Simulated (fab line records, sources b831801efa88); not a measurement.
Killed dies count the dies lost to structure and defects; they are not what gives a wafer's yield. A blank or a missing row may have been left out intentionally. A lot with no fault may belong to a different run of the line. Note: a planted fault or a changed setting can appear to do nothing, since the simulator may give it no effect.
Which tool is to blame? + flow gf180mcu + Sampling: 13 lots, 39 wafers, 4 of 602 route steps

== WHAT THE GAUGES SHOWED, per wafer ==
GF_TOP_METAL_THK_MEAS_06: measures by xrf.
| lot  | measured     | on           | TOP_METAL_ALCU_THK (nm) |
|------|--------------|--------------|-------------------------|
| L963 | day 27 22:58 | filmMetro-01 | 887 887 899             |
| L964 | day 28 00:20 | filmMetro-01 | 912 905 899             |
| L966 | day 28 11:57 | filmMetro-02 | 893 886 892             |
| L965 | day 28 16:35 | filmMetro-02 | 889 889 904             |
| L968 | day 29 05:24 | filmMetro-01 | 890 899 886             |
| L971 | day 30 00:59 | filmMetro-04 | 908 906 914             |
| L974 | day 30 22:23 | filmMetro-01 | 889 901 912             |
| L978 | day 31 23:50 | filmMetro-02 | 897 905 897             |
| L980 | day 32 13:01 | filmMetro-01 | 893 894 883             |
| L981 | day 32 18:51 | filmMetro-02 | 907 907 904             |
| L982 | day 32 21:32 | filmMetro-02 | 871 897 878             |
| L984 | day 33 09:32 | filmMetro-02 | 886 898 886             |
| L985 | day 33 15:11 | filmMetro-04 | 911 920 904             |

GF_PASSIVATION_BOW_MEAS_14.
| lot  | measured     | on           | PASSIVATION_BOW (um) |
|------|--------------|--------------|----------------------|
| L963 | day 29 17:32 | filmMetro-01 | 156 150 143          |
| L964 | day 29 19:02 | filmMetro-03 | 127 131 131          |
| L966 | day 30 03:36 | filmMetro-04 | 143 133 142          |
| L965 | day 30 09:20 | filmMetro-01 | 145 133 146          |
| L968 | day 30 22:03 | filmMetro-04 | 130 124 130          |
| L971 | day 31 16:08 | filmMetro-03 | 138 139 136          |
| L974 | day 32 11:51 | filmMetro-01 | 147 142 147          |
| L978 | day 33 10:49 | filmMetro-04 | 129 117 135          |
| L980 | day 33 23:02 | filmMetro-03 | 157 148 159          |
| L981 | day 34 04:28 | filmMetro-01 | 151 133 142          |
| L982 | day 34 07:31 | filmMetro-01 | 141 145 159          |
| L984 | day 34 17:32 | filmMetro-04 | 150 154 161          |
| L985 | day 34 23:32 | filmMetro-04 | 126 126 124          |

== WHICH TOOL RAN EACH LOT (tool, then ch and the chambers of the sampled wafers, then the start) ==
| lot  | GF_V1_ETCH_17                     | GF_TOP_METAL_SPUTTER_00     |
|------|-----------------------------------|-----------------------------|
| L963 | rieDiel-03 ch 0,2,3, day 19 00:00 | pvdSputter-04, day 27 22:38 |
| L964 | rieDiel-04 ch 1,2,3, day 19 00:00 | pvdSputter-03, day 27 23:59 |
| L966 | rieDiel-01 ch 0,2,3, day 19 14:00 | pvdSputter-04, day 28 11:36 |
| L965 | rieDiel-01 ch 0,2,3, day 19 19:00 | pvdSputter-04, day 28 16:16 |
| L968 | rieDiel-03 ch 0,1, day 20 13:00   | pvdSputter-01, day 29 05:03 |
| L971 | rieDiel-03 ch 0,1,3, day 21 13:00 | pvdSputter-04, day 30 00:39 |
| L974 | rieDiel-03 ch 2,3, day 22 16:00   | pvdSputter-04, day 30 22:02 |
| L978 | rieDiel-04 ch 0,1,3, day 24 00:00 | pvdSputter-01, day 31 23:29 |
| L980 | rieDiel-01 ch 1,2, day 24 16:00   | pvdSputter-01, day 32 12:41 |
| L981 | rieDiel-01 ch 1,2,3, day 25 00:00 | pvdSputter-04, day 32 18:31 |
| L982 | rieDiel-01 ch 0,1,2, day 25 04:00 | pvdSputter-03, day 32 21:11 |
| L984 | rieDiel-03 ch 1,2,3, day 25 18:00 | pvdSputter-03, day 33 09:11 |
| L985 | rieDiel-01 ch 1,2, day 26 03:00   | pvdSputter-04, day 33 14:51 |
- GF_V1_ETCH_17: etches SiO2 in C4F8/O2/Ar, stops on TiN, target depth 630 nm.
- GF_TOP_METAL_SPUTTER_00: material Ti, target thk 37.5 nm, time 150 s.

== AS READ BY THE TOOLS THEMSELVES (means over the sampled wafers that have a number; for cases with no such wafer, the mark the record gives instead) ==
GF_V1_ETCH_17.
| lot  | tool       | biasW (W) | oesProductAu (a.u.) |
|------|------------|-----------|---------------------|
| L963 | rieDiel-03 | 1201      | 0.860               |
| L964 | rieDiel-04 | 1201      | 0.859               |
| L966 | rieDiel-01 | 1200      | 0.855               |
| L965 | rieDiel-01 | 1201      | 0.855               |
| L968 | rieDiel-03 | 1202      | 0.858               |
| L971 | rieDiel-03 | 1202      | 0.861               |
| L974 | rieDiel-03 | 1204      | 0.850               |
| L978 | rieDiel-04 | 1201      | 0.860               |
| L980 | rieDiel-01 | 1200      | 0.853               |
| L981 | rieDiel-01 | 1201      | 0.861               |
| L982 | rieDiel-01 | 1197      | 0.858               |
| L984 | rieDiel-03 | 1204      | 0.854               |
| L985 | rieDiel-01 | 1201      | 0.855               |

GF_TOP_METAL_SPUTTER_00.
| lot  | tool          | chamberPressurePa (Pa) | throttleValvePct (%) |
|------|---------------|------------------------|----------------------|
| L963 | pvdSputter-04 | 2.000                  | 29.8                 |
| L964 | pvdSputter-03 | 2.000                  | 30.2                 |
| L966 | pvdSputter-04 | 1.999                  | 29.1                 |
| L965 | pvdSputter-04 | 1.998                  | 29.2                 |
| L968 | pvdSputter-01 | 2.004                  | 30.4                 |
| L971 | pvdSputter-04 | 2.002                  | 29.4                 |
| L974 | pvdSputter-04 | 2.004                  | 29.9                 |
| L978 | pvdSputter-01 | 1.996                  | 30.1                 |
| L980 | pvdSputter-01 | 2.002                  | 30.2                 |
| L981 | pvdSputter-04 | 2.002                  | 29.7                 |
| L982 | pvdSputter-03 | 1.998                  | 30.0                 |
| L984 | pvdSputter-03 | 2.000                  | 30.2                 |
| L985 | pvdSputter-04 | 1.997                  | 28.8                 |

== THE ANSWER, worked out from the rows above alone ==
Rule: the usual values come from the lots themselves. Put in order of their means at a reading, lots are off if they are a third of the lots or fewer, leave a main group of 4 or more, and stand apart from it by a gap of 3 or more times the standard deviation of the main group's means; of several such gaps the widest counts. The tables above print the reading to a certain number of digits; a main group whose means all agree to those digits is not used. A lot without any number at a reading at which 4 lots or more have one is off too. Where the step has rows for the other lots, those lots are counted as sound. Order of review: gauges by route order, followed by the tools' own readings, for which a lot's mean as printed above is used. The first step at which some lot is off is used, and at that step the reading that is off furthest; a lot without a number counts as furthest.
None of the lots is off at any reading shown; this tells nothing.

== WHAT THE SIMULATOR HAD INSERTED ==
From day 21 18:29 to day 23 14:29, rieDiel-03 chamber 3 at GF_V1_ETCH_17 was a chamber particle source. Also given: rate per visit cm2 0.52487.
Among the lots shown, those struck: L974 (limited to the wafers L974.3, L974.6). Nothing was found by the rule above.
